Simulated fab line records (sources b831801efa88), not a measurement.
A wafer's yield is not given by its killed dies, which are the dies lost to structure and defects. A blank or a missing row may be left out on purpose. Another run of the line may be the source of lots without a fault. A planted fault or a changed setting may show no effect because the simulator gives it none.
fab line records / flow sky130
[record] lots = 14 wafers = 41 last_day = 50
route steps=708 shown METAL4@624
lots untouched by any fault: they come from a run of this same line in which no faults occurred
start_h: hours from the record's opening day to when the first of the lot's shown wafers began / wait_h: hours elapsed since this lot's preceding step / " identical to the entry in the row above / L1.1+2: several wafers, shown together as one row / - either no value or no given start / * or withheld: withheld / < > ~ a bound
route shown NAME@n: a module of which the file shows steps, and the number in the route of the first / usual: average and standard deviation across the fault-free wafers / same: alike in all rows / chamber/n: place in a boat / sites: readings site by site / _std_site: standard deviation of those values / _edge_site: outer sites' mean less inner sites' / radius_mm: for every site, how far away it sits from the centre of the wafer / mask NAME#n: copy n / behind: tool/chamber where the wafer was last shaped / hold: cause of the lot's hold/its duration in hours/its outcome / device: the n, p or np transistor that did not switch / end of line: tests run on the same wafers once the route is complete / a step with no rows: only its recipe / killed: the dies lost at the first sort to structure and to defects; this is not the yield of the wafer / map: a wafer's dies, marking killed ones x, the rest . and places with no die _
set.NAME: the setting the step ran with; set.NAME@STEP: the setting that earlier step ran with / model.NAME: the simulator's own value behind a step, which no gauge read
a sample of lots followed through the steps of the route, with each step as a table and each wafer as a row
services: the hour from which a tool's chamber was out of use, counted from the record's first day as start_h (under 0 if before that day), plus the number of hours and why
[[steps]]
[step SKY_METAL4_COAT_08]
[recipe] resist = KrF-thick spin_rpm = 3000 resist_thk_nm = 1140
[usual] resist_line_temp_C = 22.98/0.1
lot.wafer=L876.1 tool=litho_track-02 chamber=0 start_h=980 wait_h=- resist_line_temp_C=22.97
lot.wafer=L876.2 tool=litho_track-02 chamber=0 start_h=980 wait_h=- resist_line_temp_C=23.10
lot.wafer=L876.3 tool=litho_track-02 chamber=0 start_h=980 wait_h=- resist_line_temp_C=23.03
lot.wafer=L877.2 tool=litho_track-02 chamber=0 start_h=1000 wait_h=- resist_line_temp_C=22.94
lot.wafer=L877.3 tool=litho_track-02 chamber=0 start_h=1000 wait_h=- resist_line_temp_C=22.98
lot.wafer=L877.4 tool=litho_track-02 chamber=0 start_h=1000 wait_h=- resist_line_temp_C=22.93
lot.wafer=L878.1 tool=litho_track-04 chamber=0 start_h=1002 wait_h=- resist_line_temp_C=22.97
lot.wafer=L878.4 tool=litho_track-04 chamber=0 start_h=1002 wait_h=- resist_line_temp_C=22.85
lot.wafer=L878.6 tool=litho_track-04 chamber=0 start_h=1002 wait_h=- resist_line_temp_C=22.89
lot.wafer=L885.2 tool=litho_track-04 chamber=0 start_h=1041 wait_h=- resist_line_temp_C=22.96
lot.wafer=L885.4 tool=litho_track-04 chamber=0 start_h=1041 wait_h=- resist_line_temp_C=22.82
lot.wafer=L885.5 tool=litho_track-04 chamber=0 start_h=1041 wait_h=- resist_line_temp_C=23.02
lot.wafer=L886.1 tool=litho_track-04 chamber=0 start_h=1043 wait_h=- resist_line_temp_C=22.78
lot.wafer=L886.4 tool=litho_track-04 chamber=0 start_h=1043 wait_h=- resist_line_temp_C=22.87
lot.wafer=L887.3 tool=litho_track-04 chamber=0 start_h=1045 wait_h=- resist_line_temp_C=22.82
lot.wafer=L887.4 tool=litho_track-04 chamber=0 start_h=1045 wait_h=- resist_line_temp_C=22.92
lot.wafer=L887.5 tool=litho_track-04 chamber=0 start_h=1045 wait_h=- resist_line_temp_C=22.91
lot.wafer=L888.3 tool=litho_track-02 chamber=0 start_h=1050 wait_h=- resist_line_temp_C=23.18
lot.wafer=L888.4 tool=litho_track-02 chamber=0 start_h=1050 wait_h=- resist_line_temp_C=23.08
lot.wafer=L888.5 tool=litho_track-02 chamber=0 start_h=1050 wait_h=- resist_line_temp_C=22.98
lot.wafer=L889.4 tool=litho_track-02 chamber=0 start_h=1061 wait_h=- resist_line_temp_C=22.91
lot.wafer=L889.5 tool=litho_track-02 chamber=0 start_h=1061 wait_h=- resist_line_temp_C=22.86
lot.wafer=L889.6 tool=litho_track-02 chamber=0 start_h=1061 wait_h=- resist_line_temp_C=22.96
lot.wafer=L890.2 tool=litho_track-01 chamber=0 start_h=1070 wait_h=- resist_line_temp_C=23.05
lot.wafer=L890.3 tool=litho_track-01 chamber=0 start_h=1070 wait_h=- resist_line_temp_C=22.99
lot.wafer=L890.6 tool=litho_track-01 chamber=0 start_h=1070 wait_h=- resist_line_temp_C=23.02
lot.wafer=L892.1 tool=litho_track-02 chamber=0 start_h=1074 wait_h=- resist_line_temp_C=22.99
lot.wafer=L892.4 tool=litho_track-02 chamber=0 start_h=1074 wait_h=- resist_line_temp_C=23.09
lot.wafer=L892.5 tool=litho_track-02 chamber=0 start_h=1074 wait_h=- resist_line_temp_C=23.09
lot.wafer=L895.1 tool=litho_track-01 chamber=0 start_h=1092 wait_h=- resist_line_temp_C=23.03
lot.wafer=L895.3 tool=litho_track-01 chamber=0 start_h=1092 wait_h=- resist_line_temp_C=23.10
lot.wafer=L895.6 tool=litho_track-01 chamber=0 start_h=1092 wait_h=- resist_line_temp_C=22.82
lot.wafer=L896.1 tool=litho_track-02 chamber=0 start_h=1096 wait_h=- resist_line_temp_C=23.18
lot.wafer=L896.2 tool=litho_track-02 chamber=0 start_h=1096 wait_h=- resist_line_temp_C=22.98
lot.wafer=L896.5 tool=litho_track-02 chamber=0 start_h=1096 wait_h=- resist_line_temp_C=23.02
lot.wafer=L898.4 tool=litho_track-01 chamber=0 start_h=1102 wait_h=- resist_line_temp_C=23.15
lot.wafer=L898.5 tool=litho_track-01 chamber=0 start_h=1102 wait_h=- resist_line_temp_C=23.08
lot.wafer=L898.6 tool=litho_track-01 chamber=0 start_h=1102 wait_h=- resist_line_temp_C=22.91
lot.wafer=L899.2 tool=litho_track-02 chamber=0 start_h=1108 wait_h=- resist_line_temp_C=23.06
lot.wafer=L899.3 tool=litho_track-02 chamber=0 start_h=1108 wait_h=- resist_line_temp_C=23.01
lot.wafer=L899.6 tool=litho_track-02 chamber=0 start_h=1108 wait_h=- resist_line_temp_C=22.89
[step SKY_METAL4_STRIP_19]
[recipe] chemistry = O2/N2 power_w = 1400 pressure_mtorr = 1500 platen_temp_c = withheld o2_flow_sccm = 3000 n2_flow_sccm = 300 overash_fraction = 0.5
[usual] drypump_motor_current_A = 5.7/0.49 oes_product_au = 0.505/0.0059 strip_time_to_endpoint_s = 6.59/0.091
lot.wafer=L876.1 tool=plasma_asher-03 chamber=0 start_h=992.66 wait_h=0.1 drypump_motor_current_A=6.2 oes_product_au=0.500 rf_hours_counter_h=25 strip_time_to_endpoint_s=6.61
lot.wafer=L876.2 tool=plasma_asher-03 chamber=1 start_h=992.66 wait_h=0.1 drypump_motor_current_A=5.6 oes_product_au=0.496 rf_hours_counter_h=25 strip_time_to_endpoint_s=6.50
lot.wafer=L876.3 tool=plasma_asher-03 chamber=0 start_h=992.66 wait_h=0.1 drypump_motor_current_A=6.2 oes_product_au=0.506 rf_hours_counter_h=- strip_time_to_endpoint_s=6.53
lot.wafer=L877.2 tool=plasma_asher-02 chamber=1 start_h=1013.05 wait_h=0.1 drypump_motor_current_A=5.7 oes_product_au=0.501 rf_hours_counter_h=87 strip_time_to_endpoint_s=6.64
lot.wafer=L877.3 tool=plasma_asher-02 chamber=0 start_h=1013.05 wait_h=0.1 drypump_motor_current_A=6.7 oes_product_au=0.517 rf_hours_counter_h=- strip_time_to_endpoint_s=6.70
lot.wafer=L877.4 tool=plasma_asher-02 chamber=1 start_h=1013.05 wait_h=0.1 drypump_motor_current_A=5.7 oes_product_au=0.502 rf_hours_counter_h=- strip_time_to_endpoint_s=6.64
lot.wafer=L878.1 tool=plasma_asher-03 chamber=1 start_h=1014.90 wait_h=0.1 drypump_motor_current_A=5.6 oes_product_au=0.508 rf_hours_counter_h=27 strip_time_to_endpoint_s=6.65
lot.wafer=L878.4 tool=plasma_asher-03 chamber=1 start_h=1014.90 wait_h=0.1 drypump_motor_current_A=5.6 oes_product_au=0.511 rf_hours_counter_h=- strip_time_to_endpoint_s=6.65
lot.wafer=L878.6 tool=plasma_asher-03 chamber=0 start_h=1014.90 wait_h=0.1 drypump_motor_current_A=6.2 oes_product_au=0.503 rf_hours_counter_h=- strip_time_to_endpoint_s=6.65
lot.wafer=L885.2 tool=plasma_asher-03 chamber=1 start_h=1053.30 wait_h=0.1 drypump_motor_current_A=5.6 oes_product_au=0.519 rf_hours_counter_h=31 strip_time_to_endpoint_s=6.71
lot.wafer=L885.4 tool=plasma_asher-03 chamber=1 start_h=1053.30 wait_h=0.1 drypump_motor_current_A=5.6 oes_product_au=0.533 rf_hours_counter_h=- strip_time_to_endpoint_s=7.27
lot.wafer=L885.5 tool=plasma_asher-03 chamber=1 start_h=1053.30 wait_h=0.1 drypump_motor_current_A=5.6 oes_product_au=0.501 rf_hours_counter_h=- strip_time_to_endpoint_s=6.50
lot.wafer=L886.1 tool=plasma_asher-01 chamber=0 start_h=1054.75 wait_h=0.1 drypump_motor_current_A=5.8 oes_product_au=0.513 rf_hours_counter_h=66 strip_time_to_endpoint_s=6.59
lot.wafer=L886.4 tool=plasma_asher-01 chamber=1 start_h=1054.75 wait_h=0.1 drypump_motor_current_A=4.9 oes_product_au=0.527 rf_hours_counter_h=- strip_time_to_endpoint_s=7.25
lot.wafer=L887.3 tool=plasma_asher-01 chamber=0 start_h=1056.85 wait_h=0.1 drypump_motor_current_A=5.7 oes_product_au=0.522 rf_hours_counter_h=- strip_time_to_endpoint_s=6.71
lot.wafer=L887.4 tool=plasma_asher-01 chamber=1 start_h=1056.85 wait_h=0.1 drypump_motor_current_A=4.9 oes_product_au=0.525 rf_hours_counter_h=- strip_time_to_endpoint_s=7.14
lot.wafer=L887.5 tool=plasma_asher-01 chamber=1 start_h=1056.85 wait_h=0.1 drypump_motor_current_A=4.9 oes_product_au=0.511 rf_hours_counter_h=- strip_time_to_endpoint_s=6.55
lot.wafer=L888.3 tool=plasma_asher-03 chamber=0 start_h=1062.29 wait_h=0.1 drypump_motor_current_A=6.2 oes_product_au=0.508 rf_hours_counter_h=- strip_time_to_endpoint_s=6.69
lot.wafer=L888.4 tool=plasma_asher-03 chamber=1 start_h=1062.29 wait_h=0.1 drypump_motor_current_A=5.6 oes_product_au=0.507 rf_hours_counter_h=- strip_time_to_endpoint_s=6.54
lot.wafer=L888.5 tool=plasma_asher-03 chamber=1 start_h=1062.29 wait_h=0.1 drypump_motor_current_A=5.6 oes_product_au=0.505 rf_hours_counter_h=- strip_time_to_endpoint_s=6.49
lot.wafer=L889.4 tool=plasma_asher-01 chamber=0 start_h=1073.18 wait_h=0.1 drypump_motor_current_A=5.8 oes_product_au=0.500 rf_hours_counter_h=- strip_time_to_endpoint_s=6.51
lot.wafer=L889.5 tool=plasma_asher-01 chamber=1 start_h=1073.18 wait_h=0.1 drypump_motor_current_A=4.9 oes_product_au=0.497 rf_hours_counter_h=- strip_time_to_endpoint_s=6.43
lot.wafer=L889.6 tool=plasma_asher-01 chamber=0 start_h=1073.18 wait_h=0.1 drypump_motor_current_A=5.8 oes_product_au=0.514 rf_hours_counter_h=- strip_time_to_endpoint_s=6.62
lot.wafer=L890.2 tool=plasma_asher-03 chamber=0 start_h=1081.95 wait_h=0.1 drypump_motor_current_A=6.3 oes_product_au=0.503 rf_hours_counter_h=34 strip_time_to_endpoint_s=6.59
lot.wafer=L890.3 tool=plasma_asher-03 chamber=1 start_h=1081.95 wait_h=0.1 drypump_motor_current_A=5.6 oes_product_au=0.505 rf_hours_counter_h=- strip_time_to_endpoint_s=6.50
lot.wafer=L890.6 tool=plasma_asher-03 chamber=0 start_h=1081.95 wait_h=0.1 drypump_motor_current_A=6.2 oes_product_au=0.506 rf_hours_counter_h=- strip_time_to_endpoint_s=6.49
lot.wafer=L892.1 tool=plasma_asher-01 chamber=0 start_h=1085.05 wait_h=0.1 drypump_motor_current_A=5.8 oes_product_au=0.510 rf_hours_counter_h=70 strip_time_to_endpoint_s=6.69
lot.wafer=L892.4 tool=plasma_asher-01 chamber=0 start_h=1085.05 wait_h=0.1 drypump_motor_current_A=5.8 oes_product_au=0.512 rf_hours_counter_h=- strip_time_to_endpoint_s=6.53
lot.wafer=L892.5 tool=plasma_asher-01 chamber=0 start_h=1085.05 wait_h=0.1 drypump_motor_current_A=5.8 oes_product_au=0.510 rf_hours_counter_h=- strip_time_to_endpoint_s=6.71
lot.wafer=L895.1 tool=plasma_asher-01 chamber=1 start_h=1103.94 wait_h=0.1 drypump_motor_current_A=4.9 oes_product_au=0.497 rf_hours_counter_h=71 strip_time_to_endpoint_s=6.43
lot.wafer=L895.3 tool=plasma_asher-01 chamber=0 start_h=1103.94 wait_h=0.1 drypump_motor_current_A=5.8 oes_product_au=0.500 rf_hours_counter_h=- strip_time_to_endpoint_s=6.48
lot.wafer=L895.6 tool=plasma_asher-01 chamber=1 start_h=1103.94 wait_h=0.1 drypump_motor_current_A=4.9 oes_product_au=0.498 rf_hours_counter_h=- strip_time_to_endpoint_s=6.50
lot.wafer=L896.1 tool=plasma_asher-01 chamber=1 start_h=1108.30 wait_h=0.1 drypump_motor_current_A=4.9 oes_product_au=0.508 rf_hours_counter_h=72 strip_time_to_endpoint_s=6.61
lot.wafer=L896.2 tool=plasma_asher-01 chamber=0 start_h=1108.30 wait_h=0.1 drypump_motor_current_A=5.8 oes_product_au=0.505 rf_hours_counter_h=72 strip_time_to_endpoint_s=6.43
lot.wafer=L896.5 tool=plasma_asher-01 chamber=1 start_h=1108.30 wait_h=0.1 drypump_motor_current_A=4.9 oes_product_au=0.496 rf_hours_counter_h=- strip_time_to_endpoint_s=6.42
lot.wafer=L898.4 tool=plasma_asher-03 chamber=1 start_h=1113.28 wait_h=0.1 drypump_motor_current_A=5.6 oes_product_au=0.502 rf_hours_counter_h=- strip_time_to_endpoint_s=6.63
lot.wafer=L898.5 tool=plasma_asher-03 chamber=0 start_h=1113.28 wait_h=0.1 drypump_motor_current_A=6.2 oes_product_au=0.504 rf_hours_counter_h=- strip_time_to_endpoint_s=6.54
lot.wafer=L898.6 tool=plasma_asher-03 chamber=1 start_h=1113.28 wait_h=0.1 drypump_motor_current_A=5.6 oes_product_au=0.509 rf_hours_counter_h=- strip_time_to_endpoint_s=6.71
lot.wafer=L899.2 tool=plasma_asher-03 chamber=1 start_h=1118.89 wait_h=0.1 drypump_motor_current_A=5.6 oes_product_au=0.507 rf_hours_counter_h=38 strip_time_to_endpoint_s=6.67
lot.wafer=L899.3 tool=plasma_asher-03 chamber=1 start_h=1118.89 wait_h=0.1 drypump_motor_current_A=5.6 oes_product_au=0.510 rf_hours_counter_h=- strip_time_to_endpoint_s=6.61
lot.wafer=L899.6 tool=plasma_asher-03 chamber=0 start_h=1118.89 wait_h=0.1 drypump_motor_current_A=6.2 oes_product_au=0.494 rf_hours_counter_h=- strip_time_to_endpoint_s=6.46
[[services]]
tool=plasma_asher-01 chamber=- start_h=982.33 hours=1.3 kind=repair
tool=plasma_asher-02 chamber=- start_h=985.89 hours=5.4 kind=repair
tool=plasma_asher-03 chamber=- start_h=1019.86 hours=2.2 kind=repair
tool=plasma_asher-01 chamber=- start_h=1076.21 hours=1.9 kind=repair
[[key]]
[first_sign] step = SKY_METAL4_STRIP_19 reading = strip_time_to_endpoint_s direction = up sigmas = 6.9 usual = * struck = *
[effect] step = SKY_METAL4_STRIP_19 reading = oes_product_au direction = up sigmas = 3.9 usual = 0.505 struck = 0.528
met_at SKY_METAL4_COAT_08
struck_lots L885,L886,L887
struck_wafers L885.4,L886.4,L887.4
onset_between 1002 1041
[fault] kind = process_parameter_drift tool = litho_track-04 chamber = - onset_h = 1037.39 steps = SKY_METAL4_COAT_08 channel = resist_thk_nm offset = 58.495 shape = step end_h = 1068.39 scope = struck_wafers_only acts_in = these_recipes_only stated = 1140
